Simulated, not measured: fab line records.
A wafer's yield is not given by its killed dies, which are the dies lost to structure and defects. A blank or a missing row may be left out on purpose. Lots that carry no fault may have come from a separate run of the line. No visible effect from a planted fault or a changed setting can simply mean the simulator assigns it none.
fab line records    flow gf180mcu
record: lots: 24  wafers: 72  last_day: 34
route steps=602 shown CONTACT@310 M3@414 V3@430 M4@457
lots untouched by any fault: they come from a run of this same line in which no faults occurred
start_h: hours from the record's first day to the start of the lot's first wafer shown    wait_h: hours since the lot's step before    " unchanged from the row above    L1.1+2: several wafers, shown together as one row    - no value present, or no start provided    * or withheld: withheld    < > ~ a bound
route shown NAME@n: names a module that has steps shown in the file, with the first one's number in the route    usual: mean/standard deviation taken from wafers without a fault    same: alike in all rows    chamber/n: place in a boat    sites: readings site by site    _std_site: standard deviation across them    _edge_site: mean of outer sites minus mean of inner sites    radius_mm: how far each site lies from the wafer's centre    mask NAME#n: copy n    behind: the tool/chamber that last shaped the wafer    hold: the reason the lot was held/the length of the hold in hours/how it ended    device: transistor that didn't switch, given as n, p or np    end of line: the route-end tests of the same wafers    for a step that has no rows: nothing shown but its recipe    killed: count of dies lost to structure and defects at first sort (not the wafer's yield)    map: shows each die of a wafer: x if killed, . if not, _ if none is there
set.NAME: the setting the step ran with; set.NAME@STEP: the setting that earlier step ran with    model.NAME: the simulator's own value behind a step, which no gauge read
route steps across a sampled set of lots; one table per step, one row per wafer
services: the hour from which a tool's chamber was out of use, counted from the record's first day as start_h (under 0 if before that day), plus the number of hours and why
== steps ==
step: GF_CONTACT_SPUTTER_23
recipe: material: TiN  target_thk_nm: 10  chamber_pressure_pa: 5  power_w: 4000  time_s: 40
usual: throttle_valve_pct: 30.0/1.1
lot.wafer  tool            chamber  start_h  wait_h  throttle_valve_pct
L074.1     pvd_sputter-04  -        357.72   0.0     28.9
L074.5     "               -        "        "       28.6
L074.6     "               -        "        "       28.6
L075.2     pvd_sputter-03  -        373.18   0.0     31.9
L075.5     "               -        "        "       30.3
L075.6     "               -        "        "       29.2
L076.1     pvd_sputter-03  -        381.78   0.0     32.2
L076.2     "               -        "        "       29.4
L076.5     "               -        "        "       29.7
L077.1     pvd_sputter-02  -        385.47   0.0     30.9
L077.2     "               -        "        "       31.5
L077.3     "               -        "        "       29.4
L078.1     pvd_sputter-04  -        395.87   0.0     28.8
L078.4     "               -        "        "       28.7
L078.5     "               -        "        "       30.3
L079.1     pvd_sputter-03  -        401.33   0.0     29.2
L079.4     "               -        "        "       32.0
L079.6     "               -        "        "       29.2
L080.3     pvd_sputter-03  -        416.78   0.0     30.0
L080.4     "               -        "        "       29.5
L080.6     "               -        "        "       30.1
L081.2     pvd_sputter-02  -        424.48   0.0     29.1
L081.3     "               -        "        "       30.1
L081.5     "               -        "        "       30.1
L082.1     pvd_sputter-04  -        433.49   0.0     28.7
L082.4     "               -        "        "       28.8
L082.6     "               -        "        "       29.0
L083.1     pvd_sputter-04  -        440.73   0.0     30.8
L083.2     "               -        "        "       28.4
L083.3     "               -        "        "       28.8
L084.1     pvd_sputter-03  -        453.29   0.0     31.9
L084.3     "               -        "        "       30.2
L084.5     "               -        "        "       32.1
L085.1     pvd_sputter-02  -        457.98   0.0     29.3
L085.3     "               -        "        "       30.1
L085.5     "               -        "        "       30.7
L086.1     pvd_sputter-02  -        476.81   0.0     30.6
L086.5     "               -        "        "       29.4
L086.6     "               -        "        "       30.7
L087.1     pvd_sputter-03  -        488.41   0.0     30.0
L087.4     "               -        "        "       29.3
L087.5     "               -        "        "       31.8
L088.2     pvd_sputter-02  -        491.73   0.0     29.9
L088.4     "               -        "        "       31.9
L088.5     "               -        "        "       32.0
L089.1     pvd_sputter-02  -        497.33   0.0     31.2
L089.3     "               -        "        "       31.9
L089.5     "               -        "        "       30.8
L090.3     pvd_sputter-03  -        504.11   0.0     29.2
L090.5     "               -        "        "       30.0
L090.6     "               -        "        "       31.9
L091.3     pvd_sputter-03  -        516.06   0.0     29.7
L091.5     "               -        "        "       29.6
L091.6     "               -        "        "       29.5
L092.1     pvd_sputter-04  -        524.25   0.0     28.7
L092.2     "               -        "        "       28.5
L092.4     "               -        "        "       28.8
L093.1     pvd_sputter-02  -        531.15   0.0     31.7
L093.4     "               -        "        "       30.9
L093.5     "               -        "        "       31.0
L094.1     pvd_sputter-03  -        535.22   0.0     30.1
L094.2     "               -        "        "       29.1
L094.6     "               -        "        "       29.5
L095.1     pvd_sputter-04  -        546.62   0.0     30.5
L095.3     "               -        "        "       28.7
L095.6     "               -        "        "       30.5
L096.1     pvd_sputter-02  -        554.78   0.0     30.9
L096.4     "               -        "        "       31.8
L096.5     "               -        "        "       30.3
L097.1     pvd_sputter-03  -        561.37   0.0     31.9
L097.3     "               -        "        "       29.9
L097.5     "               -        "        "       29.4
step: GF_M3_RS_MEAS_05
recipe: thk_meas_gauge: four-point-probe  reads: TiN_of_M3_SPUTTER_04+Ti_of_M3_SPUTTER_03+AlCu_of_M3_SPUTTER_02+TiN_of_M3_SPUTTER_01+Ti_of_M3_SPUTTER_00
usual: M3_ALCU_RS: 0.0697/0.00077
lot.wafer  tool           chamber  start_h  wait_h  M3_ALCU_RS[ohm/sq]
L074.1     film_metro-04  -        459.23   0.0     0.0704
L074.5     "              -        "        "       0.0704
L074.6     "              -        "        "       0.0701
L075.2     film_metro-02  -        473.94   0.0     0.0696
L075.5     "              -        "        "       0.0704
L075.6     "              -        "        "       0.0694
L076.1     film_metro-02  -        484.43   0.0     0.0693
L076.2     "              -        "        "       0.0681
L076.5     "              -        "        "       0.0683
L077.1     film_metro-04  -        488.17   0.0     0.0695
L077.2     "              -        "        "       0.0701
L077.3     "              -        "        "       0.0695
L078.1     film_metro-03  -        497.51   0.0     0.0705
L078.4     "              -        "        "       0.0695
L078.5     "              -        "        "       0.0707
L079.1     film_metro-03  -        504.78   0.0     0.0700
L079.4     "              -        "        "       0.0681
L079.6     "              -        "        "       0.0693
L080.3     film_metro-03  -        522.02   0.1     0.0696
L080.4     "              -        "        "       0.0701
L080.6     "              -        "        "       0.0703
L081.2     film_metro-03  -        526.93   0.0     0.0706
L081.3     "              -        "        "       0.0693
L081.5     "              -        "        "       0.0708
L082.1     film_metro-03  -        535.66   0.0     0.0709
L082.4     "              -        "        "       0.0708
L082.6     "              -        "        "       0.0706
L083.1     film_metro-03  -        540.13   0.0     0.0697
L083.2     "              -        "        "       0.0706
L083.3     "              -        "        "       0.0697
L084.1     film_metro-02  -        555.07   0.0     0.0687
L084.3     "              -        "        "       0.0698
L084.5     "              -        "        "       0.0683
L085.1     film_metro-04  -        557.59   0.0     0.0696
L085.3     "              -        "        "       0.0706
L085.5     "              -        "        "       0.0702
L086.1     film_metro-03  -        576.23   0.0     0.0707
L086.5     "              -        "        "       0.0692
L086.6     "              -        "        "       0.0698
L087.1     film_metro-02  -        586.23   0.0     0.0696
L087.4     "              -        "        "       0.0700
L087.5     "              -        "        "       0.0699
L088.2     film_metro-02  -        589.58   0.0     0.0701
L088.4     "              -        "        "       0.0707
L088.5     "              -        "        "       0.0706
L089.1     film_metro-02  -        594.48   0.0     0.0690
L089.3     "              -        "        "       0.0687
L089.5     "              -        "        "       0.0691
L090.3     film_metro-04  -        601.12   0.1     0.0694
L090.5     "              -        "        "       0.0694
L090.6     "              -        "        "       0.0699
L091.3     film_metro-03  -        611.20   0.1     0.0707
L091.5     "              -        "        "       0.0703
L091.6     "              -        "        "       0.0712
L092.1     film_metro-04  -        618.48   0.0     0.0700
L092.2     "              -        "        "       0.0699
L092.4     "              -        "        "       0.0692
L093.1     film_metro-04  -        625.13   0.0     0.0695
L093.4     "              -        "        "       0.0691
L093.5     "              -        "        "       0.0699
L094.1     film_metro-03  -        629.14   0.0     0.0708
L094.2     "              -        "        "       0.0700
L094.6     "              -        "        "       0.0711
L095.1     film_metro-02  -        638.76   0.0     0.0693
L095.3     "              -        "        "       0.0691
L095.6     "              -        "        "       0.0692
L096.1     film_metro-02  -        645.83   0.0     0.0691
L096.4     "              -        "        "       0.0695
L096.5     "              -        "        "       0.0692
L097.1     film_metro-04  -        651.92   0.0     0.0687
L097.3     "              -        "        "       0.0691
L097.5     "              -        "        "       0.0683
step: GF_V3_THK_MEAS_01
recipe: reads: SiO2_of_V3_CVD_00
usual: V3_CVD_00_THK: 597/7.5
lot.wafer  tool           chamber  start_h  wait_h  V3_CVD_00_THK[nm]
L074.1     film_metro-02  -        484.01   0.0     601
L074.5     "              -        "        "       596
L074.6     "              -        "        "       598
L075.2     film_metro-03  -        499.23   0.0     610
L075.5     "              -        "        "       597
L075.6     "              -        "        "       603
L076.1     film_metro-01  -        508.86   0.0     595
L076.2     "              -        "        "       580
L076.5     "              -        "        "       595
L077.1     film_metro-02  -        512.27   0.0     599
L077.2     "              -        "        "       591
L077.3     "              -        "        "       576
L078.1     film_metro-03  -        521.12   0.0     603
L078.4     "              -        "        "       603
L078.5     "              -        "        "       596
L079.1     film_metro-03  -        529.00   0.0     601
L079.4     "              -        "        "       597
L079.6     "              -        "        "       593
L080.3     film_metro-01  -        545.79   0.1     608
L080.4     "              -        "        "       611
L080.6     "              -        "        "       604
L081.2     film_metro-01  -        550.63   0.0     594
L081.3     "              -        "        "       610
L081.5     "              -        "        "       597
L082.1     film_metro-01  -        558.67   0.0     605
L082.4     "              -        "        "       600
L082.6     "              -        "        "       599
L083.1     film_metro-03  -        562.72   0.0     599
L083.2     "              -        "        "       594
L083.3     "              -        "        "       588
L084.1     film_metro-03  -        578.26   0.0     601
L084.3     "              -        "        "       594
L084.5     "              -        "        "       592
L085.1     film_metro-03  -        580.50   0.0     588
L085.3     "              -        "        "       591
L085.5     "              -        "        "       592
L086.1     film_metro-02  -        598.99   0.0     605
L086.5     "              -        "        "       594
L086.6     "              -        "        "       581
L087.1     film_metro-01  -        608.37   0.0     602
L087.4     "              -        "        "       590
L087.5     "              -        "        "       601
L088.2     film_metro-03  -        611.73   0.0     587
L088.4     "              -        "        "       581
L088.5     "              -        "        "       590
L089.1     film_metro-03  -        616.31   0.0     604
L089.3     "              -        "        "       598
L089.5     "              -        "        "       598
L090.3     film_metro-02  -        622.82   0.1     598
L090.5     "              -        "        "       601
L090.6     "              -        "        "       603
L091.3     film_metro-03  -        632.04   0.1     586
L091.5     "              -        "        "       592
L091.6     "              -        "        "       588
L092.1     film_metro-02  -        639.79   0.0     592
L092.2     "              -        "        "       594
L092.4     "              -        "        "       593
L093.1     film_metro-03  -        646.14   0.0     611
L093.4     "              -        "        "       604
L093.5     "              -        "        "       605
L094.1     film_metro-03  -        650.11   0.0     595
L094.2     "              -        "        "       597
L094.6     "              -        "        "       600
L095.1     film_metro-01  -        659.27   0.0     599
L095.3     "              -        "        "       595
L095.6     "              -        "        "       596
L096.1     film_metro-03  -        665.72   0.0     606
L096.4     "              -        "        "       594
L096.5     "              -        "        "       595
L097.1     film_metro-01  -        671.87   0.0     589
L097.3     "              -        "        "       597
L097.5     "              -        "        "       588
step: GF_M4_SPUTTER_01
recipe: material: TiN  target_thk_nm: 30  power_w: 6500  time_s: 25  chamber_pressure_pa: 0.4
usual: throttle_valve_pct: 30.1/0.97
lot.wafer  tool            chamber  start_h  wait_h  throttle_valve_pct
L074.1     pvd_sputter-04  -        510.09   0.1     28.8
L074.5     "               -        "        "       28.6
L074.6     "               -        "        "       30.5
L075.2     pvd_sputter-03  -        524.31   0.1     31.8
L075.5     "               -        "        "       30.0
L075.6     "               -        "        "       32.1
L076.1     pvd_sputter-01  -        533.97   0.1     31.3
L076.2     "               -        "        "       29.4
L076.5     "               -        "        "       29.9
L077.1     pvd_sputter-01  -        537.66   0.1     29.8
L077.2     "               -        "        "       31.3
L077.3     "               -        "        "       30.3
L078.1     pvd_sputter-01  -        546.50   0.1     31.8
L078.4     "               -        "        "       29.9
L078.5     "               -        "        "       30.0
L079.1     pvd_sputter-03  -        553.85   0.1     29.8
L079.4     "               -        "        "       29.1
L079.6     "               -        "        "       31.8
L080.3     pvd_sputter-03  -        569.66   0.1     29.8
L080.4     "               -        "        "       29.5
L080.6     "               -        "        "       30.2
L081.2     pvd_sputter-01  -        575.01   0.1     29.6
L081.3     "               -        "        "       29.9
L081.5     "               -        "        "       29.3
L082.1     pvd_sputter-03  -        582.89   0.1     32.1
L082.4     "               -        "        "       29.2
L082.6     "               -        "        "       29.2
L083.1     pvd_sputter-04  -        586.50   0.1     30.1
L083.2     "               -        "        "       28.7
L083.3     "               -        "        "       28.6
L084.1     pvd_sputter-01  -        601.40   0.1     29.6
L084.3     "               -        "        "       30.4
L084.5     "               -        "        "       29.4
L085.1     pvd_sputter-04  -        604.01   0.1     28.7
L085.3     "               -        "        "       30.3
L085.5     "               -        "        "       28.2
L086.1     pvd_sputter-03  -        622.46   0.1     32.2
L086.5     "               -        "        "       30.1
L086.6     "               -        "        "       32.0
L087.1     pvd_sputter-01  -        631.35   0.1     30.0
L087.4     "               -        "        "       29.4
L087.5     "               -        "        "       30.1
L088.2     pvd_sputter-03  -        634.16   0.1     30.0
L088.4     "               -        "        "       32.1
L088.5     "               -        "        "       30.0
L089.1     pvd_sputter-01  -        638.91   0.1     31.4
L089.3     "               -        "        "       29.4
L089.5     "               -        "        "       30.0
L090.3     pvd_sputter-01  -        644.71   0.1     29.4
L090.5     "               -        "        "       30.2
L090.6     "               -        "        "       31.3
L091.3     pvd_sputter-01  -        653.77   0.1     29.8
L091.5     "               -        "        "       31.3
L091.6     "               -        "        "       30.1
L092.1     pvd_sputter-03  -        661.79   0.1     32.0
L092.2     "               -        "        "       30.1
L092.4     "               -        "        "       29.2
L093.1     pvd_sputter-01  -        668.12   0.1     29.4
L093.4     "               -        "        "       30.4
L093.5     "               -        "        "       30.0
L094.1     pvd_sputter-04  -        671.69   0.1     28.8
L094.2     "               -        "        "       30.3
L094.6     "               -        "        "       30.6
L095.1     pvd_sputter-01  -        680.92   0.1     30.2
L095.3     "               -        "        "       30.1
L095.6     "               -        "        "       29.4
L096.1     pvd_sputter-01  -        687.35   0.1     31.1
L096.4     "               -        "        "       30.0
L096.5     "               -        "        "       31.5
L097.1     pvd_sputter-04  -        693.23   0.1     28.8
L097.3     "               -        "        "       29.1
L097.5     "               -        "        "       30.3
step: GF_M4_SPUTTER_04
recipe: material: TiN  target_thk_nm: 50  power_w: 6500  time_s: 41.7  chamber_pressure_pa: 0.4
usual: throttle_valve_pct: 30.1/1
lot.wafer  tool            chamber  start_h  wait_h  throttle_valve_pct
L074.1     pvd_sputter-04  -        510.17   0.0     28.7
L074.5     "               -        "        "       28.7
L074.6     "               -        "        "       30.4
L075.2     pvd_sputter-03  -        524.39   0.0     32.1
L075.5     "               -        "        "       30.2
L075.6     "               -        "        "       32.0
L076.1     pvd_sputter-01  -        534.05   0.0     31.6
L076.2     "               -        "        "       29.4
L076.5     "               -        "        "       30.0
L077.1     pvd_sputter-01  -        537.74   0.0     30.1
L077.2     "               -        "        "       31.4
L077.3     "               -        "        "       30.2
L078.1     pvd_sputter-01  -        546.58   0.0     31.7
L078.4     "               -        "        "       30.0
L078.5     "               -        "        "       29.9
L079.1     pvd_sputter-03  -        553.93   0.0     30.0
L079.4     "               -        "        "       29.1
L079.6     "               -        "        "       31.9
L080.3     pvd_sputter-03  -        569.74   0.0     29.9
L080.4     "               -        "        "       29.3
L080.6     "               -        "        "       29.9
L081.2     pvd_sputter-01  -        575.09   0.0     29.3
L081.3     "               -        "        "       30.0
L081.5     "               -        "        "       29.4
L082.1     pvd_sputter-03  -        582.97   0.0     31.9
L082.4     "               -        "        "       29.1
L082.6     "               -        "        "       29.5
L083.1     pvd_sputter-04  -        586.59   0.0     30.6
L083.2     "               -        "        "       28.8
L083.3     "               -        "        "       28.8
L084.1     pvd_sputter-01  -        601.49   0.0     29.5
L084.3     "               -        "        "       30.3
L084.5     "               -        "        "       29.6
L085.1     pvd_sputter-04  -        604.10   0.0     28.5
L085.3     "               -        "        "       30.4
L085.5     "               -        "        "       28.5
L086.1     pvd_sputter-03  -        622.54   0.0     31.8
L086.5     "               -        "        "       29.8
L086.6     "               -        "        "       32.0
L087.1     pvd_sputter-01  -        631.43   0.0     29.7
L087.4     "               -        "        "       29.4
L087.5     "               -        "        "       30.4
L088.2     pvd_sputter-03  -        634.24   0.0     30.0
L088.4     "               -        "        "       32.4
L088.5     "               -        "        "       30.2
L089.1     pvd_sputter-01  -        638.99   0.0     31.8
L089.3     "               -        "        "       29.5
L089.5     "               -        "        "       30.0
L090.3     pvd_sputter-01  -        644.79   0.0     29.3
L090.5     "               -        "        "       30.2
L090.6     "               -        "        "       31.7
L091.3     pvd_sputter-01  -        653.85   0.0     30.1
L091.5     "               -        "        "       31.6
L091.6     "               -        "        "       30.4
L092.1     pvd_sputter-03  -        661.87   0.0     32.2
L092.2     "               -        "        "       29.8
L092.4     "               -        "        "       29.2
L093.1     pvd_sputter-01  -        668.20   0.0     29.4
L093.4     "               -        "        "       30.2
L093.5     "               -        "        "       29.9
L094.1     pvd_sputter-04  -        671.77   0.0     28.7
L094.2     "               -        "        "       30.7
L094.6     "               -        "        "       30.4
L095.1     pvd_sputter-01  -        681.00   0.0     30.0
L095.3     "               -        "        "       30.2
L095.6     "               -        "        "       29.1
L096.1     pvd_sputter-01  -        687.43   0.0     31.5
L096.4     "               -        "        "       30.0
L096.5     "               -        "        "       31.7
L097.1     pvd_sputter-04  -        693.31   0.0     28.5
L097.3     "               -        "        "       29.0
L097.5     "               -        "        "       30.3
step: GF_M4_THK_MEAS_06
recipe: thk_meas_gauge: xrf  reads: AlCu_of_M4_SPUTTER_02
usual: M4_ALCU_THK: 451/4.3
lot.wafer  tool           chamber  start_h  wait_h  M4_ALCU_THK[nm]
L074.1     film_metro-01  -        510.33   0.1     446
L074.5     "              -        "        "       448
L074.6     "              -        "        "       449
L075.2     film_metro-03  -        524.56   0.1     448
L075.5     "              -        "        "       459
L075.6     "              -        "        "       452
L076.1     film_metro-01  -        534.21   0.1     446
L076.2     "              -        "        "       450
L076.5     "              -        "        "       443
L077.1     film_metro-03  -        537.90   0.1     446
L077.2     "              -        "        "       447
L077.3     "              -        "        "       445
L078.1     film_metro-03  -        546.74   0.1     453
L078.4     "              -        "        "       450
L078.5     "              -        "        "       452
L079.1     film_metro-04  -        554.09   0.1     459
L079.4     "              -        "        "       456
L079.6     "              -        "        "       456
L080.3     film_metro-04  -        569.92   0.1     459
L080.4     "              -        "        "       457
L080.6     "              -        "        "       460
L081.2     film_metro-01  -        575.26   0.1     448
L081.3     "              -        "        "       451
L081.5     "              -        "        "       448
L082.1     film_metro-04  -        583.13   0.1     449
L082.4     "              -        "        "       449
L082.6     "              -        "        "       445
L083.1     film_metro-01  -        586.75   0.1     442
L083.2     "              -        "        "       446
L083.3     "              -        "        "       450
L084.1     film_metro-03  -        601.64   0.1     454
L084.3     "              -        "        "       450
L084.5     "              -        "        "       460
L085.1     film_metro-03  -        604.26   0.1     452
L085.3     "              -        "        "       451
L085.5     "              -        "        "       458
L086.1     film_metro-03  -        622.70   0.1     452
L086.5     "              -        "        "       454
L086.6     "              -        "        "       454
L087.1     film_metro-01  -        631.59   0.1     452
L087.4     "              -        "        "       451
L087.5     "              -        "        "       449
L088.2     film_metro-01  -        634.41   0.1     454
L088.4     "              -        "        "       451
L088.5     "              -        "        "       454
L089.1     film_metro-03  -        639.15   0.1     455
L089.3     "              -        "        "       453
L089.5     "              -        "        "       453
L090.3     film_metro-03  -        644.97   0.1     449
L090.5     "              -        "        "       449
L090.6     "              -        "        "       450
L091.3     film_metro-03  -        654.03   0.1     452
L091.5     "              -        "        "       454
L091.6     "              -        "        "       445
L092.1     film_metro-04  -        662.03   0.1     444
L092.2     "              -        "        "       448
L092.4     "              -        "        "       446
L093.1     film_metro-01  -        668.36   0.1     458
L093.4     "              -        "        "       453
L093.5     "              -        "        "       452
L094.1     film_metro-03  -        671.93   0.1     452
L094.2     "              -        "        "       447
L094.6     "              -        "        "       450
L095.1     film_metro-04  -        681.16   0.1     455
L095.3     "              -        "        "       452
L095.6     "              -        "        "       447
L096.1     film_metro-04  -        687.59   0.1     458
L096.4     "              -        "        "       455
L096.5     "              -        "        "       462
L097.1     film_metro-03  -        693.47   0.1     450
L097.3     "              -        "        "       446
L097.5     "              -        "        "       444
== services ==
tool            chamber  start_h  hours  kind
pvd_sputter-03  -        340.29   3.8    repair
pvd_sputter-01  0        405.30   -      consumable_replace:kit
pvd_sputter-01  0        405.30   18.0   scheduled_down
pvd_sputter-01  0        405.30   18.0   vent_cycle
pvd_sputter-03  1        441.89   -      consumable_replace:kit
pvd_sputter-03  1        441.89   18.0   scheduled_down
pvd_sputter-03  1        441.89   18.0   vent_cycle
pvd_sputter-01  -        442.92   7.8    repair
pvd_sputter-03  -        473.41   0.6    repair
pvd_sputter-04  0        475.21   -      consumable_replace:kit
pvd_sputter-04  0        475.21   18.0   scheduled_down
pvd_sputter-04  0        475.21   18.0   vent_cycle
pvd_sputter-02  -        499.78   7.5    repair
pvd_sputter-01  -        505.20   2.9    repair
pvd_sputter-01  -        535.17   1.9    repair
pvd_sputter-01  3        594.06   -      consumable_replace:kit
pvd_sputter-01  3        594.06   18.0   scheduled_down
pvd_sputter-01  3        594.06   18.0   vent_cycle
pvd_sputter-02  -        619.51   12.8   repair
pvd_sputter-04  3        627.29   -      consumable_replace:kit
pvd_sputter-04  3        627.29   18.0   scheduled_down
pvd_sputter-02  -        630.71   3.2    repair
pvd_sputter-02  -        661.49   9.6    repair
pvd_sputter-03  -        679.67   0.6    repair
== key ==
fault none
